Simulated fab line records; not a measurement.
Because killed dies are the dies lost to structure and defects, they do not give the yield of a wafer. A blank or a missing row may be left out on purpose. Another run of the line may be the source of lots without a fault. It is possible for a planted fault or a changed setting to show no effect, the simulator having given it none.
Which of the tools did it? || flow sky130 || 6 lots with 18 wafers sampled at 3 steps, on a route of 708 steps

## WHAT THE GAUGES SHOWED, per wafer
SKY_METAL1_RS_MEAS_05: the measuring method here is four-point-probe.
{"lot": "L933", "measured": "day 31 14:05", "on": "film metro-03", "METAL1_ALCU_RS (ohm/sq)": "0.1281 0.1280 0.1246"}
{"lot": "L938", "measured": "day 32 21:41", "on": "film metro-03", "METAL1_ALCU_RS (ohm/sq)": "0.1272 0.1263 0.1263"}
{"lot": "L944", "measured": "day 35 01:12", "on": "film metro-04", "METAL1_ALCU_RS (ohm/sq)": "0.1271 0.1257 0.1268"}
{"lot": "L947", "measured": "day 36 09:17", "on": "film metro-03", "METAL1_ALCU_RS (ohm/sq)": "0.1268 0.1262 0.1280"}
{"lot": "L953", "measured": "day 37 13:28", "on": "film metro-03", "METAL1_ALCU_RS (ohm/sq)": "0.1268 0.1278 0.1253"}
{"lot": "L955", "measured": "day 38 10:09", "on": "film metro-04", "METAL1_ALCU_RS (ohm/sq)": "0.1271 0.1258 0.1259"}

## EACH LOT AND THE TOOL THAT RAN IT (in order: tool; ch and the chambers of the sampled wafers; start)
{"lot": "L933", "SKY_CONTACT_CMP_27": "cmp-02 ch 0,2,3, day 31 13:47", "SKY_METAL1_SPUTTER_00": "pvd sputter-04, day 31 13:56"}
{"lot": "L938", "SKY_CONTACT_CMP_27": "cmp-02 ch 1,2,3, day 32 21:15", "SKY_METAL1_SPUTTER_00": "pvd sputter-03, day 32 21:33"}
{"lot": "L944", "SKY_CONTACT_CMP_27": "cmp-01 ch 1,2, day 35 00:46", "SKY_METAL1_SPUTTER_00": "pvd sputter-04, day 35 01:01"}
{"lot": "L947", "SKY_CONTACT_CMP_27": "cmp-01 ch 1,2,3, day 36 08:52", "SKY_METAL1_SPUTTER_00": "pvd sputter-03, day 36 09:07"}
{"lot": "L953", "SKY_CONTACT_CMP_27": "cmp-01 ch 0,1,3, day 37 13:04", "SKY_METAL1_SPUTTER_00": "pvd sputter-03, day 37 13:19"}
{"lot": "L955", "SKY_CONTACT_CMP_27": "cmp-01 ch 0,3, day 38 09:43", "SKY_METAL1_SPUTTER_00": "pvd sputter-02, day 38 10:01"}
- SKY_CONTACT_CMP_27: polishes, stops on SiO2, t overpolish 15 s, target thk 0 nm.
- SKY_METAL1_SPUTTER_00: material Ti, target thk 15 nm, time 10 s.

## THE ANSWER, worked out from the rows above alone
Rule: the lots themselves supply what counts as usual. The widest of any qualifying gaps counts: lots, ordered by their means at a reading, are off when they make up no more than a third of the lots, leave a main group of 4 or more, and stand apart from it by 3 or more times the standard deviation of that group's means. Not used: any main group whose means are identical at the precision the tables above print for the reading. Also off: a lot with no number at a reading for which 4 or more lots have one. All remaining lots with rows at the step are treated as sound.
Across all readings shown, no lot is off: no conclusion can be drawn from this.

## WHAT THE SIMULATOR PUT IN
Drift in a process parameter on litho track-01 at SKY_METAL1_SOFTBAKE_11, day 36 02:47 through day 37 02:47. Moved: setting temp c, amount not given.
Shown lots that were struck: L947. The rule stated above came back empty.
